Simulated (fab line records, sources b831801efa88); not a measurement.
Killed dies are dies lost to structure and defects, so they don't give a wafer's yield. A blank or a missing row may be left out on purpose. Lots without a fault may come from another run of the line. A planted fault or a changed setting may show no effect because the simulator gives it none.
Chamber matching | flow sky130 | SKY_VIA1_CMP_24 on cmp-01: 4 sister chambers
The step polishes, stops on SiO2, t overpolish 15 s, target thk 0 nm. 4 wafers are shown with their chamber, then 9 later ones without.

WAFERS WITH THEIR CHAMBER
wafer  | chamber | motor_current_A (A)
L951.2 | 0       | 10.8
L955.1 | 1       | 12.9
L955.3 | 3       | 13.8
L955.5 | 2       | 13.2

WAFERS WITHOUT THEIR CHAMBER
wafer  | motor_current_A (A)
L956.2 | 10.2
L956.4 | 14.2
L956.5 | 12.9
L957.2 | 13.1
L957.3 | 10.5
L957.6 | 13.4
L958.1 | 10.3
L958.2 | 14.1
L958.3 | 12.9

WHICH CHAMBER EACH WENT THROUGH
wafer  | from the rows above          | in truth
L956.2 | 0                            | 0
L956.4 | can't be placed: 3 or 2      | 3
L956.5 | can't be placed: 1 or 2      | 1
L957.2 | can't be placed: 2 or 1 or 3 | 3
L957.3 | 0                            | 0
L957.6 | can't be placed: 2 or 3 or 1 | 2
L958.1 | 0                            | 0
L958.2 | can't be placed: 3 or 2      | 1
L958.3 | can't be placed: 1 or 2      | 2
Placed correctly: 3 of 9. Can't be placed from these rows: 6 (the true chamber is among the candidates in 5). Placed wrongly: 0.
How it was worked out, from the rows above alone: a wafer's distance from a chamber is the root of the sum, over the readings, of the square of ((its reading less the chamber's mean) divided by the reading's scatter). The wafer belongs to the nearest chamber; if the next one is less than 2 further off, it can't be placed. A chamber's mean is the mean of its shown wafers. The scatter: with one shown wafer a chamber, the root of the mean of the squares of how far each hidden wafer lies from its nearest shown one.
